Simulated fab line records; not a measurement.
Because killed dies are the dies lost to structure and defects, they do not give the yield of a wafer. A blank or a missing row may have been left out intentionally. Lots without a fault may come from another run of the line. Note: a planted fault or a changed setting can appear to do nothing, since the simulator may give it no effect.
Which tool was responsible?	flow gf180mcu	12 lots with 36 wafers sampled at 4 steps, on a route of 602 steps

== WHAT EACH GAUGE READ, for each wafer ==
GF_V2_THK_MEAS_03. Usual: V2_CVD_02_THK typically reads 849 nm, with standard deviation 11.
lot	measured	on	V2_CVD_02_THK (nm)	flag
L710	day 18 23:53	film-metro-01	837 852 845	
L711	day 19 16:20	film-metro-01	856 867 866	
L712	day 20 02:03	film-metro-04	838 850 859	
L714	day 20 15:56	film-metro-04	841 848 848	
L715	day 20 23:11	film-metro-02	841 840 845	
L716	day 21 14:37	film-metro-01	843 852 853	
L717	day 21 21:32	film-metro-04	842 865 856	
L719	day 22 10:57	film-metro-01	836 847 825	
L726	day 25 02:10	film-metro-04	838 857 852	
L731	day 26 16:08	film-metro-01	856 856 870	
L732	day 26 23:23	film-metro-02	829 837 848	
L733	day 27 05:58	film-metro-02	859 847 862	

== WHICH TOOL RAN EACH LOT (tool, then ch and the chambers of the sampled wafers, then the start) ==
lot	GF_V1_ETCH_17	GF_V1_SPUTTER_22	GF_M2_STRIP_17
L710	rie-diel-02 ch 2,3, day 17 22:05 or earlier	pvd-sputter-02, day 17 22:05	plasma-asher-04 ch 0,1, day 18 23:05
L711	rie-diel-03 ch 0,3, day 18 14:32 or earlier	pvd-sputter-01, day 18 14:32	plasma-asher-03 ch 0,1, day 19 15:35
L712	rie-diel-03 ch 1,2, day 19 00:23 or earlier	pvd-sputter-02, day 19 00:23	plasma-asher-03 ch 0,1, day 20 01:19
L714	rie-diel-03 ch 2,3, day 19 14:13 or earlier	pvd-sputter-03, day 19 14:13	plasma-asher-04 ch 0,1, day 20 15:13
L715	rie-diel-01 ch 0,3, day 19 21:09 or earlier	pvd-sputter-02, day 19 21:09	plasma-asher-04 ch 1, day 20 22:28
L716	rie-diel-03 ch 2,3, day 20 12:28 or earlier	pvd-sputter-02, day 20 12:28	plasma-asher-03 ch 0,1, day 21 13:53
L717	rie-diel-01 ch 1,3, day 20 19:59 or earlier	pvd-sputter-02, day 20 19:59	plasma-asher-03 ch 0,1, day 21 20:45
L719	rie-diel-03 ch 0,1,3, day 21 10:43 or earlier	pvd-sputter-01, day 21 10:43	plasma-asher-02 ch 0,1, day 22 10:13
L726	rie-diel-01 ch 1,3, day 24 01:56 or earlier	pvd-sputter-01, day 24 01:56	plasma-asher-04 ch 0,1, day 25 01:27
L731	rie-diel-02 ch 1,2,3, day 25 17:13 or earlier	pvd-sputter-03, day 25 17:13	plasma-asher-02 ch 0,1, day 26 15:22
L732	rie-diel-02 ch 0,1, day 26 00:59 or earlier	pvd-sputter-03, day 26 00:59	plasma-asher-02 ch 0,1, day 26 22:37
L733	rie-diel-03 ch 0,3, day 26 07:22 or earlier	pvd-sputter-03, day 26 07:22	plasma-asher-02 ch 0, day 27 05:12
- GF_V1_ETCH_17: etches SiO2 in C4F8/O2/Ar, stops on TiN, target depth 630 nm.
- GF_V1_SPUTTER_22: material TiN, target thk 10 nm, time 40 s.
- GF_M2_STRIP_17: strips in O2/N2.

== WHAT THE TOOLS THEMSELVES READ (means of the sampled wafers that have a number; where no wafer has one, the mark that the record gives instead) ==
GF_V1_ETCH_17. Usual: oes-product-au 0.856 a.u., standard deviation 0.0048; rf-fwd-power-W 1492 W, standard deviation 5.7.
lot	tool	oes-product-au (a.u.)	rf-fwd-power-W (W)	flag
L710	rie-diel-02	0.855	1494	
L711	rie-diel-03	0.855	1488	
L712	rie-diel-03	0.855	1495	
L714	rie-diel-03	0.853	1488	
L715	rie-diel-01	0.861	1493	
L716	rie-diel-03	0.857	1485	
L717	rie-diel-01	0.856	1489	
L719	rie-diel-03	0.851	1494	
L726	rie-diel-01	0.858	1496	
L731	rie-diel-02	0.851	1490	
L732	rie-diel-02	0.850	1493	
L733	rie-diel-03	0.855	1494	

GF_V1_SPUTTER_22. Usual: cathode-dc-power-W 4000.1 W, standard deviation 0.76; chamber-pressure-pa 5.000 Pa, standard deviation 0.0097; throttle-valve-pct 30.4 %, standard deviation 1.
lot	tool	cathode-dc-power-W (W)	chamber-pressure-pa (Pa)	throttle-valve-pct (%)	flag
L710	pvd-sputter-02	4000.7	5.005	30.7	
L711	pvd-sputter-01	4000.0	5.001	30.1	
L712	pvd-sputter-02	4000.1	5.005	29.8	
L714	pvd-sputter-03	4000.0	5.002	29.8	
L715	pvd-sputter-02	4000.4	4.999	30.9	
L716	pvd-sputter-02	4000.4	5.002	31.1	
L717	pvd-sputter-02	3999.7	5.002	31.0	
L719	pvd-sputter-01	4000.6	5.004	30.0	
L726	pvd-sputter-01	4000.2	5.004	31.2	
L731	pvd-sputter-03	3999.9	4.998	29.4	
L732	pvd-sputter-03	3999.6	4.996	31.0	
L733	pvd-sputter-03	4000.1	5.006	29.7	

GF_M2_STRIP_17. Usual: drypump-motor-current-A 5.7 A, standard deviation 0.55; heater-power-w 329 W, standard deviation 33; oes-product-au 0.557 a.u., standard deviation 0.005; strip-time-to-endpoint-s 7.87 s, standard deviation 0.048.
lot	tool	drypump-motor-current-A (A)	heater-power-w (W)	oes-product-au (a.u.)	strip-time-to-endpoint-s (s)	flag
L710	plasma-asher-04	5.1	320	0.565	7.97	
L711	plasma-asher-03	6.2	331	0.559	7.90	
L712	plasma-asher-03	6.2	336	0.555	7.83	
L714	plasma-asher-04	5.2	321	0.555	7.86	
L715	plasma-asher-04	5.3	305	0.553	7.87	
L716	plasma-asher-03	6.1	337	0.558	7.89	
L717	plasma-asher-03	6.3	361	0.561	7.90	
L719	plasma-asher-02	6.1	320	0.552	7.81	
L726	plasma-asher-04	5.1	327	0.559	7.88	
L731	plasma-asher-02	6.2	311	0.552	7.80	
L732	plasma-asher-02	6.1	314	0.555	7.82	
L733	plasma-asher-02	6.3	306	0.558	7.90	

== THE ANSWER, worked out from the rows above alone ==
Rule: lot off if the mean of its wafers having a number is beyond 3 standard deviations from the usual mean. Also off: a lot with no number at a reading for which 4 or more lots have one. The other lots that the step has rows for count as sound. The gauges are gone through in route order, then the tools' own readings, and for those a lot's mean is taken as printed above. At the first step where some lot is off, the reading lying furthest off is the one used; lots without a number count as furthest.
No lot is off on any of the readings shown, so nothing can be concluded from this.

== WHAT THE SIMULATOR HAD PUT IN ==
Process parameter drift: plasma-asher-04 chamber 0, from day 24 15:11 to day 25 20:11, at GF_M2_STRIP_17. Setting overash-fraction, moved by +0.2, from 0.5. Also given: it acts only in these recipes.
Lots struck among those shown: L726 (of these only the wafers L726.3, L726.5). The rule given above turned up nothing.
